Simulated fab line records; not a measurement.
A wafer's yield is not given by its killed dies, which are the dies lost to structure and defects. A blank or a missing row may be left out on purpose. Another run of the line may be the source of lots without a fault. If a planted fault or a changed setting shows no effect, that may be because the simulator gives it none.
Check for tools in common :: flow gf180mcu :: 12 lots, 36 wafers sampled

== REASON IT WAS OPENED ==
At GF_V3_THK_MEAS_03 the reading V3_CVD_02_THK is flagged on 2 of 12 lots. Wafers without a fault read 851 nm, standard deviation 13.
Rule: a lot gets a flag if all its wafers with a number sit over 4 standard deviations from that mean, or if no wafer of it has a number. All remaining lots are regarded as sound.

lot: L981
measured: day 21 09:07
on: film_metro-04
V3_CVD_02_THK (nm), wafer by wafer: 833 836 851
flag: 

lot: L982
measured: day 22 07:25
on: film_metro-04
V3_CVD_02_THK (nm), wafer by wafer: 863 862 871
flag: 

lot: L983
measured: day 22 14:38
on: film_metro-02
V3_CVD_02_THK (nm), wafer by wafer: 853 869 858
flag: 

lot: L984
measured: day 22 22:50
on: film_metro-01
V3_CVD_02_THK (nm), wafer by wafer: 835 855 850
flag: 

lot: L988
measured: day 24 09:08
on: film_metro-02
V3_CVD_02_THK (nm), wafer by wafer: 856 838 860
flag: 

lot: L990
measured: day 25 00:25
on: film_metro-04
V3_CVD_02_THK (nm), wafer by wafer: 299 299 315
flag: FLAGGED

lot: L992
measured: day 25 15:00
on: film_metro-02
V3_CVD_02_THK (nm), wafer by wafer: 286 309 290
flag: FLAGGED

lot: L998
measured: day 27 10:40
on: film_metro-04
V3_CVD_02_THK (nm), wafer by wafer: 837 853 855
flag: 

lot: L999
measured: day 27 16:04
on: film_metro-02
V3_CVD_02_THK (nm), wafer by wafer: 841 852 857
flag: 

lot: L101
measured: day 28 07:17
on: film_metro-02
V3_CVD_02_THK (nm), wafer by wafer: 834 859 834
flag: 

lot: L102
measured: day 28 17:05
on: film_metro-02
V3_CVD_02_THK (nm), wafer by wafer: 845 840 856
flag: 

lot: L103
measured: day 28 20:17
on: film_metro-01
V3_CVD_02_THK (nm), wafer by wafer: 820 861 861
flag: 
Average over the flagged lots: 300 nm; offset from the usual -551 nm, equal to -42 standard deviations.

== WHICH TOOL RAN EACH LOT ==
The record keeps 1 process step preceding the reading, out of 602 steps on the route. Cell contents, in order: the tool; ch with the chambers the sampled wafers went through; the start.
lot: L981
flag: 
GF_V3_CVD_02: pecvd-02 ch 0,2, day 21 09:01

lot: L982
flag: 
GF_V3_CVD_02: pecvd-02 ch 0,1, day 22 07:20

lot: L983
flag: 
GF_V3_CVD_02: pecvd-03 ch 0,1, day 22 14:34

lot: L984
flag: 
GF_V3_CVD_02: pecvd-03 ch 0,2, day 22 22:45

lot: L988
flag: 
GF_V3_CVD_02: pecvd-02 ch 0,2, day 24 09:03

lot: L990
flag: FLAGGED
GF_V3_CVD_02: pecvd-03 ch 0,2, day 25 00:20

lot: L992
flag: FLAGGED
GF_V3_CVD_02: pecvd-03 ch 1,2, day 25 14:56

lot: L998
flag: 
GF_V3_CVD_02: pecvd-02 ch 0,2, day 27 10:36

lot: L999
flag: 
GF_V3_CVD_02: pecvd-02 ch 0,1,2, day 27 15:59

lot: L101
flag: 
GF_V3_CVD_02: pecvd-04 ch 0,1,2, day 28 07:13

lot: L102
flag: 
GF_V3_CVD_02: pecvd-02 ch 0,2, day 28 17:01

lot: L103
flag: 
GF_V3_CVD_02: pecvd-04 ch 0,1,2, day 28 20:12
What the steps here do:
- GF_V3_CVD_02: deposits SiO2 from TEOS, target thk 850 nm, time 94.851 s.
- GF_V3_THK_MEAS_03

== FLAGGED AGAINST TOTAL, ONE TOOL AT A TIME (gauges that did the reading follow at the end) ==
step: GF_V3_CVD_02
tool: pecvd-02
lots run: 6
flagged: 0
share of the flagged lots: none
sound lots run after its first flagged lot: -

step: GF_V3_CVD_02
tool: pecvd-03
lots run: 4
flagged: 2
share of the flagged lots: all
sound lots run after its first flagged lot: 0

step: GF_V3_CVD_02
tool: pecvd-04
lots run: 2
flagged: 0
share of the flagged lots: none
sound lots run after its first flagged lot: -

step: GF_V3_THK_MEAS_03
tool: film_metro-01
lots run: 2
flagged: 0
share of the flagged lots: none
sound lots run after its first flagged lot: -

step: GF_V3_THK_MEAS_03
tool: film_metro-02
lots run: 6
flagged: 1
share of the flagged lots: some
sound lots run after its first flagged lot: 3 (L999,L101,L102)

step: GF_V3_THK_MEAS_03
tool: film_metro-04
lots run: 4
flagged: 1
share of the flagged lots: some
sound lots run after its first flagged lot: 1 (L998)

== WHAT THE TABLE PERMITS ==
1 row of the table ran every flagged lot: pecvd-03 at GF_V3_CVD_02.
- pecvd-03 at GF_V3_CVD_02 ran 4 lots, 2 of them flagged. Last sound lot L984 at day 22 22:45, first flagged lot L990 at day 25 00:20; a fault beginning in between fits. Its own readings lie more than 4 standard deviations out on every wafer of the flagged lots: run_length_s.
Left over: one tool, pecvd-03 at GF_V3_CVD_02.

== WHAT HAD BEEN PUT IN BY THE SIMULATOR ==
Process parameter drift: pecvd-03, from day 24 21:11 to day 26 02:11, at GF_V3_CVD_02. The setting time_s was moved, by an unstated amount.
Struck lots among those shown: L990, L992. This agrees with what the rule above found.
